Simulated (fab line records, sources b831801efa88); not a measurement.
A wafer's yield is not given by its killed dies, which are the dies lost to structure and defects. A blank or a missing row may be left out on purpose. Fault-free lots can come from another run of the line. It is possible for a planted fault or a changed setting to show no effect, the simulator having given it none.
Which tool was responsible?    flow gf180mcu    13 lots, 39 wafers sampled, at 3 steps of a route of 602

== WHAT THE GAUGES READ, wafer by wafer ==
GF_MIM_THK_MEAS_06. Usual: MIM_CVD_05_THK 42.0 nm, standard deviation 0.52.
lot   measured      on             MIM_CVD_05_THK (nm)  flag
L491  day 24 06:28  film metro-03  41.6 41.0 42.2       
L492  day 24 14:00  film metro-03  42.8 42.8 42.5       
L493  day 25 00:41  film metro-03  42.3 42.6 43.0       
L494  day 25 09:55  film metro-01  41.6 41.8 42.7       
L496  day 26 06:37  film metro-02  41.8 42.0 41.7       
L497  day 26 15:52  film metro-03  42.1 41.9 42.8       
L499  day 27 09:19  film metro-02  41.5 41.9 42.4       
L500  day 27 12:01  film metro-02  41.2 42.1 43.1       
L502  day 28 05:01  film metro-03  41.3 41.1 41.6       
L504  day 28 20:26  film metro-02  41.6 42.3 42.4       
L507  day 29 17:12  film metro-01  41.3 41.9 42.2       
L508  day 30 03:11  film metro-01  42.0 42.0 42.9       
L511  day 30 17:04  film metro-01  41.7 42.3 42.1       

== WHAT TOOL EACH LOT RAN ON (gives the tool, then ch and the chambers of the sampled wafers, and finally the start) ==
lot   GF_CONTACT_STRIP_18                   GF_MIM_SPUTTER_03
L491  plasma asher-02 ch 0,1, day 15 20:08  pvd sputter-04, day 24 06:23
L492  plasma asher-01 ch 0,1, day 16 06:01  pvd sputter-04, day 24 13:53
L493  plasma asher-02 ch 0,1, day 16 16:32  pvd sputter-04, day 25 00:35
L494  plasma asher-01 ch 0,1, day 17 02:05  pvd sputter-03, day 25 09:50
L496  plasma asher-02 ch 0, day 17 23:23    pvd sputter-03, day 26 06:31
L497  plasma asher-01 ch 0,1, day 18 10:26  pvd sputter-04, day 26 15:47
L499  plasma asher-02 ch 0,1, day 19 05:56  pvd sputter-04, day 27 09:14
L500  plasma asher-03 ch 0,1, day 19 11:14  pvd sputter-04, day 27 11:56
L502  plasma asher-01 ch 0,1, day 20 06:29  pvd sputter-04, day 28 04:55
L504  plasma asher-02 ch 0,1, day 20 23:23  pvd sputter-04, day 28 20:20
L507  plasma asher-02 ch 0,1, day 21 23:47  pvd sputter-01, day 29 17:06
L508  plasma asher-02 ch 0,1, day 22 13:17  pvd sputter-03, day 30 03:05
L511  plasma asher-02 ch 0,1, day 23 08:14  pvd sputter-01, day 30 16:58
- GF_CONTACT_STRIP_18: strips in O2/N2.
- GF_MIM_SPUTTER_03: material Ti, target thk 10 nm, time 6.7 s.

== AS READ BY THE TOOLS THEMSELVES (means over the sampled wafers that have a number; for cases with no such wafer, the mark the record gives instead) ==
GF_CONTACT_STRIP_18. Usual: drypump motor current A 5.9 A, standard deviation 0.48; heater power w 355 W, standard deviation 22; o2 flow sccm 3000 sccm, standard deviation 9; oes product au 0.580 a.u., standard deviation 0.0049; platen temp c 249.98 C, standard deviation 0.17.
lot   tool             drypump motor current A (A)  heater power w (W)  o2 flow sccm (sccm)  oes product au (a.u.)  platen temp c (C)  flag
L491  plasma asher-02  6.2                          376                 2999                 0.582                  249.88             
L492  plasma asher-01  5.9                          357                 2997                 0.575                  250.13             
L493  plasma asher-02  6.3                          373                 2995                 0.579                  250.03             
L494  plasma asher-01  6.0                          349                 2997                 0.579                  249.84             
L496  plasma asher-02  6.5                          374                 3006                 0.581                  250.12             
L497  plasma asher-01  5.7                          343                 3003                 0.582                  249.76             
L499  plasma asher-02  6.3                          377                 3006                 0.577                  250.03             
L500  plasma asher-03  5.2                          324                 2998                 0.578                  250.12             
L502  plasma asher-01  6.0                          360                 3000                 0.581                  250.10             
L504  plasma asher-02  6.2                          367                 2994                 0.579                  249.98             
L507  plasma asher-02  6.2                          370                 3002                 0.577                  249.89             
L508  plasma asher-02  6.2                          367                 2997                 0.574                  250.04             
L511  plasma asher-02  6.2                          368                 3007                 0.579                  249.74             

GF_MIM_SPUTTER_03. Usual: cathode dc power W 3000.1 W, standard deviation 0.55; throttle valve pct 30.1 %, standard deviation 1.5.
lot   tool            cathode dc power W (W)  throttle valve pct (%)  flag
L491  pvd sputter-04  3000.1                  28.8                    
L492  pvd sputter-04  3000.4                  29.7                    
L493  pvd sputter-04  3000.0                  30.8                    
L494  pvd sputter-03  3000.0                  30.9                    
L496  pvd sputter-03  3000.0                  30.5                    
L497  pvd sputter-04  2999.5                  30.7                    
L499  pvd sputter-04  3000.1                  30.1                    
L500  pvd sputter-04  2999.7                  28.6                    
L502  pvd sputter-04  2999.9                  30.6                    
L504  pvd sputter-04  2999.8                  30.8                    
L507  pvd sputter-01  3000.0                  29.5                    
L508  pvd sputter-03  3000.2                  30.1                    
L511  pvd sputter-01  3001.0                  29.9                    

== THE ANSWER, worked out from the rows above alone ==
Rule: a lot is off if the mean of its wafers that have a number lies more than 3 standard deviations from the usual mean. A lot without any number at a reading at which 4 lots or more have one is off too. Any other lot the step has rows for is counted as sound. Order of review: gauges by route order, followed by the tools' own readings, for which a lot's mean as printed above is used. The first step at which some lot is off is used, and at that step the reading that is off furthest; a lot without a number counts as furthest.
Nothing can be told from this: no lot is off at any reading shown.

== WHAT THE SIMULATOR PUT IN ==
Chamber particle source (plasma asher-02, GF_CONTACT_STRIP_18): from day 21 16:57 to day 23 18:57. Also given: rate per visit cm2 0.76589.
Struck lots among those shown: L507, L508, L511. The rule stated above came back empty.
